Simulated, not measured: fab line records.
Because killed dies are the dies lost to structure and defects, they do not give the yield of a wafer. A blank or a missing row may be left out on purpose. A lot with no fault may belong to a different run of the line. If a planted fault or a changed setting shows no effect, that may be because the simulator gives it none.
The tool behind it: which one?	flow gf180mcu	7 lots with 20 wafers sampled at 2 steps, on a route of 602 steps

== WHAT THE GAUGES READ, wafer by wafer ==
GF_SAB_THK_MEAS_01.
lot	measured	on	SAB_CVD_00_THK (nm)
L534	day 14 19:44	film_metro-03	49.8 49.8 50.9
L537	day 15 19:32	film_metro-02	48.7 50.3 49.2
L540	day 16 19:10	film_metro-04	49.0 50.4 49.7
L542	day 17 11:17	film_metro-02	49.1 51.4 50.8
L545	day 18 11:53	film_metro-03	49.2 49.7 50.2
L548	day 19 13:55	film_metro-03	49.8 56.6
L554	day 21 11:16	film_metro-02	50.7 49.6 51.1

== WHAT TOOL EACH LOT RAN ON (gives the tool, then ch and the chambers of the sampled wafers, and finally the start) ==
lot	GF_SAB_CVD_00
L534	pecvd-03 ch 0,2, day 14 19:41
L537	pecvd-03 ch 0,1,2, day 15 19:31
L540	pecvd-01 ch 0,1,2, day 16 19:09
L542	pecvd-03 ch 0,1,2, day 17 11:15
L545	pecvd-03 ch 0,2, day 18 11:52
L548	pecvd-01 ch 1, day 19 13:53
L554	pecvd-03 ch 0,1,2, day 21 11:14
- GF_SAB_CVD_00: deposits SiO2 from TEOS, target thk 50 nm, time 4.9302 s.

== THE ANSWER, worked out from the rows above alone ==
Rule: what is usual is taken from the lots themselves. The widest of any qualifying gaps counts: lots, ordered by their means at a reading, are off when they make up no more than a third of the lots, leave a main group of 4 or more, and stand apart from it by 3 or more times the standard deviation of that group's means. The tables above print the reading to a certain number of digits; a main group whose means all agree to those digits is not used. A lot without any number at a reading at which 4 lots or more have one is off too. The other lots that the step has rows for count as sound.
Off: L548, seen at GF_SAB_THK_MEAS_01 (SAB_CVD_00_THK). The main group has a mean of 50.0 nm with a standard deviation of 0.4.
If a tool, at a process step before that reading, ran all the lots that are off and no sound lot after the first of them, it fits. Those tools and the gauges at GF_SAB_THK_MEAS_01 are tried in the same way. This does not decide it: 2 tools fit, namely pecvd-01 at GF_SAB_CVD_00 and film_metro-03 at GF_SAB_THK_MEAS_01.

== WHAT THE SIMULATOR HAD PUT IN ==
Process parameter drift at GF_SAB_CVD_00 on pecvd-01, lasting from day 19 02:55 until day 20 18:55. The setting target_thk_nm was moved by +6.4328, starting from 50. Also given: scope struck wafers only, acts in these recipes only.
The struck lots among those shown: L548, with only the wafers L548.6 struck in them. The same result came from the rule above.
